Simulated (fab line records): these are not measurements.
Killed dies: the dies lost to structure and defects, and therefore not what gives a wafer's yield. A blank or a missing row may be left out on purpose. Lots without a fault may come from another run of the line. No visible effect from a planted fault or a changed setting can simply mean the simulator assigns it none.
A struck lot beside a sound one + flow sky130 + 17 out of 708 route steps
Sound: the wafers L208.1, L208.4, L208.6. Wafers L219.1, L219.3, L219.5 were the ones struck. The cause is given at the end.
Each step with rows lists, per side, the tool, then ch with its chambers, then its first start. Under that, the readings that differ: sound wafers + struck wafers + difference of the means + sigmas: that difference in standard deviations of wafers without a fault.
alike: same words and numbers on both sides, and readings whose means sit less than 2 such deviations apart. not compared: any withheld reading, any reading some wafer has no value for, any bound like >300 that may hide the same value, and any number with overlapping values for which the record gives no deviation.
The two part at a step that has a row with sigmas, a row that says differs or no value, or rows on one side only. Non-overlapping numbers with no deviation appear without sigmas and do not part them. Lack of a reading on every wafer of one side parts them only where that side has two or more wafers.

first, 5 steps without rows for these wafers: SKY_SD_N_COAT_02 (resist thk 1140 nm); SKY_SD_N_SOFTBAKE_03 (time 60 s); SKY_SD_N_EXPOSE_04 (exposes mask NSDM, target cd 380 nm); SKY_SD_N_PEB_05; SKY_SD_N_DEVELOP_06 (develop time 60 s).
SKY_SD_N_CD_MEAS_07: the cd target is 380 nm.
  struck on cdSem-01, day 32 07:55; sound on cdSem-02, day 29 09:40
  alike: cdNm
SKY_SD_N_OVL_MEAS_08:
  struck on overlay-01, day 32 08:02; sound on overlay-01, day 29 09:47
  alike: SD_N_OVL
then, 2 steps without rows for these wafers: SKY_SD_N_IMPLANT_09; SKY_SD_N_IMPLANT_10.
SKY_SD_N_STRIP_11: strips in O2/N2.
  sound on plasmaAsher-03 ch 0,1, day 29 10:08; struck on plasmaAsher-01 ch 0, day 32 08:23
| reading                  | sound       | struck      | difference | sigmas |
|--------------------------|-------------|-------------|------------|--------|
| drypumpMotorCurrentA (A) | 6.3 6.5 6.3 | 5.2 5.2 5.2 | -1.2       | -2     |
  alike: oesProductAu, stripTimeToEndpointS
  not compared: rfHoursCounterH
SKY_SD_N_TW_MEAS_12:
  struck on filmMetro-02, day 32 08:29; sound on filmMetro-04, day 29 10:14
  alike: SD_N_TW
then, 1 step without rows for these wafers: SKY_SD_N_CLEAN_13 (cleans in SC1/SC2, time 150 s).
SKY_SD_N_RTA_14: time 2 s.
  sound on rtpAnneal-02 ch 0, day 29 10:20; struck on rtpAnneal-01 ch 0, day 32 08:35
| reading          | sound                | struck               | difference | sigmas |
|------------------|----------------------|----------------------|------------|--------|
| wafer_temp_C_max | 1077.1 1076.2 1078.4 | 1086.2 1086.0 1086.0 | +8.8       | +6     |
  alike: lampPowerPct, rampUpCPerS
SKY_SD_N_RS_MEAS_16: the measuring method here is four-point-probe.
  struck on filmMetro-01, day 32 08:46; sound on filmMetro-02, day 29 10:31
| reading          | sound             | struck            | difference | sigmas |
|------------------|-------------------|-------------------|------------|--------|
| SD_N_RS (ohm/sq) | 68.55 68.59 68.58 | 67.20 67.29 67.34 | -1.30      | -11    |
SKY_SD_N_RS_MEAS_17: the measuring method here is four-point-probe.
  struck on filmMetro-01, day 32 08:53; sound on filmMetro-02, day 29 10:38
| reading          | sound             | struck            | difference | sigmas |
|------------------|-------------------|-------------------|------------|--------|
| SD_P_RS (ohm/sq) | 147.3 147.6 147.5 | 140.4 140.6 140.4 | -7.0       | -21    |
SKY_SD_N_RS_MEAS_18: the measuring method here is four-point-probe.
  struck on filmMetro-01, day 32 09:00; sound on filmMetro-02, day 29 10:45
  alike: RES_XHIGH_RS
-- a jump in the record: the struck wafers' starts before and after are 17 days apart (it breaks off in module SD_N and resumes in module PAD_OPEN, where the first step shown is number 708 of the route) --
SKY_PAD_OPEN_PROBE_99:
  struck on prober-01, day 49 01:42; sound on prober-01, day 47 02:15
| reading                          | sound             | struck            | difference | sigmas |
|----------------------------------|-------------------|-------------------|------------|--------|
| killedAtFrontEnd                 | 23 26 19          | 19 10 8           | -10        | -2     |
| model.etest.resXhighPo.lineOhmUm | 5681 5661 5789    | 5108 5112 5236    | -558       |        |
| model.etest.resXhighPo.rsOhmSq   | 2025 2004 1996    | 1756 1821 1805    | -214       |        |
| model.etest.resPdiff.lineOhmUm   | 1375 1337 1345    | 1322 1313 1302    | -40        |        |
| model.etest.resHighPo.lineOhmUm  | 734.6 739.3 755.6 | 683.3 679.4 694.9 | -57.3      |        |
| model.etest.liconHighPo.rcOhm    | 361.4 340.1 352.7 | 303.3 314.2 311.5 | -41.7      |        |
| model.etest.resHighPo.rsOhmSq    | 261.4 261.8 261.6 | 236.5 242 240.1   | -22.1      |        |
| model.etest.resPdiffHv.rsOhmSq   | 189.4 190.8 190   | 179 180.1 179.6   | -10        |        |
| model.etest.resPdiff.rsOhmSq     | 196.4 197 197.4   | 183.9 185.8 186.4 | -11.6      |        |
  alike: killed_at_M0_to_M3, killed_at_M4_up, killedAtContacts, killedAtOther, killedDies, killedOpen, killedShort

WHERE THEY PART
First at SKY_SD_N_STRIP_11; last, within this record, at SKY_PAD_OPEN_PROBE_99.

WHY: the cause the simulator had injected
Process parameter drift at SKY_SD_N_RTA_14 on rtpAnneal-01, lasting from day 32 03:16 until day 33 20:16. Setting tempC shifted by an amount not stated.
